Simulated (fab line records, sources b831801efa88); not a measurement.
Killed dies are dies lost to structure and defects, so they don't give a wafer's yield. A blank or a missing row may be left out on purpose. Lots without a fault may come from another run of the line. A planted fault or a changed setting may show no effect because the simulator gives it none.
Which tool did it? | flow gf180mcu | 12 lots, 36 wafers sampled, at 5 steps of a route of 602

WHAT THE GAUGES READ, wafer by wafer
GF_TOP_METAL_CD_MEAS_14: target cd 440 nm.
lot  | measured     | on        | cd_nm (nm)
L075 | day 28 10:08 | cd_sem-02 | 441.9 439.8 442.9
L077 | day 28 22:29 | cd_sem-01 | 444.3 442.2 442.0
L079 | day 29 16:53 | cd_sem-01 | 439.4 438.6 438.3
L081 | day 30 12:55 | cd_sem-02 | 438.8 438.7 438.2
L083 | day 30 17:11 | cd_sem-02 | 441.6 438.3 442.7
L085 | day 31 12:08 | cd_sem-01 | 440.2 442.8 442.1
L087 | day 31 21:50 | cd_sem-01 | 439.8 440.3 438.6
L089 | day 32 12:53 | cd_sem-01 | 441.5 442.2 444.0
L091 | day 33 00:48 | cd_sem-01 | 440.0 437.3 441.7
L093 | day 33 08:01 | cd_sem-01 | 443.2 443.1 440.3
L095 | day 33 21:25 | cd_sem-01 | 438.8 437.3 438.8
L097 | day 34 07:26 | cd_sem-01 | 439.2 438.6 440.3

WHICH TOOL RAN EACH LOT (tool, then ch and the chambers of the sampled wafers, then the start)
lot  | GF_M3_METAL_ETCH_16               | GF_MIM_SPUTTER_09            | GF_V5_CMP_04                  | GF_V5_CMP_26
L075 | rie_metal-01 ch 0,1, day 21 16:18 | pvd_sputter-03, day 24 20:08 | cmp-01 ch 0,3, day 26 15:56   | cmp-01 ch 0,3, day 27 13:45
L077 | rie_metal-01 ch 0,1, day 22 06:07 | pvd_sputter-04, day 25 10:07 | cmp-01 ch 1,3, day 27 05:01   | cmp-01 ch 1,2,3, day 28 02:41
L079 | rie_metal-04 ch 0, day 23 05:10   | pvd_sputter-04, day 26 05:22 | cmp-01 ch 1,2, day 27 23:56   | cmp-01 ch 0,2,3, day 28 21:41
L081 | rie_metal-04 ch 0,1, day 24 05:53 | pvd_sputter-04, day 27 03:47 | cmp-02 ch 1,2, day 28 21:08   | cmp-02 ch 2,3, day 29 18:12
L083 | rie_metal-01 ch 0,1, day 24 11:09 | pvd_sputter-03, day 27 08:34 | cmp-01 ch 0,1,3, day 29 02:08 | cmp-01 ch 0,1,3, day 29 22:38
L085 | rie_metal-01 ch 0,1, day 25 09:38 | pvd_sputter-04, day 28 05:44 | cmp-01 ch 0,3, day 29 22:03   | cmp-01 ch 0,1, day 30 17:43
L087 | rie_metal-03 ch 0,1, day 26 00:13 | pvd_sputter-01, day 28 18:57 | cmp-02 ch 1,2,3, day 30 09:05 | cmp-01 ch 0,1,3, day 31 04:22
L089 | rie_metal-01 ch 0, day 26 17:28   | pvd_sputter-03, day 29 10:14 | cmp-02 ch 0,1,3, day 31 00:17 | cmp-01 ch 0,1,3, day 31 19:41
L091 | rie_metal-04 ch 1, day 27 05:52   | pvd_sputter-01, day 29 23:16 | cmp-02 ch 1,2,3, day 31 12:47 | cmp-01 ch 2,3, day 32 09:19
L093 | rie_metal-03 ch 0,1, day 27 17:01 | pvd_sputter-01, day 30 08:22 | cmp-01 ch 0,2,3, day 31 21:02 | cmp-01 ch 0,2,3, day 32 16:19
L095 | rie_metal-03 ch 0,1, day 28 07:55 | pvd_sputter-03, day 30 23:01 | cmp-01 ch 0,2,3, day 32 12:34 | cmp-01 ch 0,1,3, day 33 06:23
L097 | rie_metal-01 ch 0,1, day 28 22:11 | pvd_sputter-03, day 31 11:56 | cmp-01 ch 2,3, day 32 21:55   | cmp-01 ch 1,2,3, day 33 16:05
- GF_M3_METAL_ETCH_16: etches the open film in Cl2/BCl3, stops on SiO2, target depth 627.5 nm, time 104.6 s.
- GF_MIM_SPUTTER_09: material TiN, target thk 35 nm, time 29.2 s.
- GF_V5_CMP_04: polishes SiO2.
- GF_V5_CMP_26: polishes, stops on SiO2, t overpolish 15 s, target thk 0 nm.

THE ANSWER, worked out from the rows above alone
Rule: what is usual is taken from the lots themselves. Put in order of their means at a reading, lots are off if they are a third of the lots or fewer, leave a main group of 4 or more, and stand apart from it by a gap of 3 or more times the standard deviation of the main group's means; of several such gaps the widest counts. A main group whose means are all the same, to the digits that the tables above print for the reading, isn't used. A lot without any number at a reading at which 4 lots or more have one is off too. The other lots that the step has rows for count as sound.
No lot is off at any reading shown: from this, nothing can be told.

WHAT THE SIMULATOR HAD PUT IN
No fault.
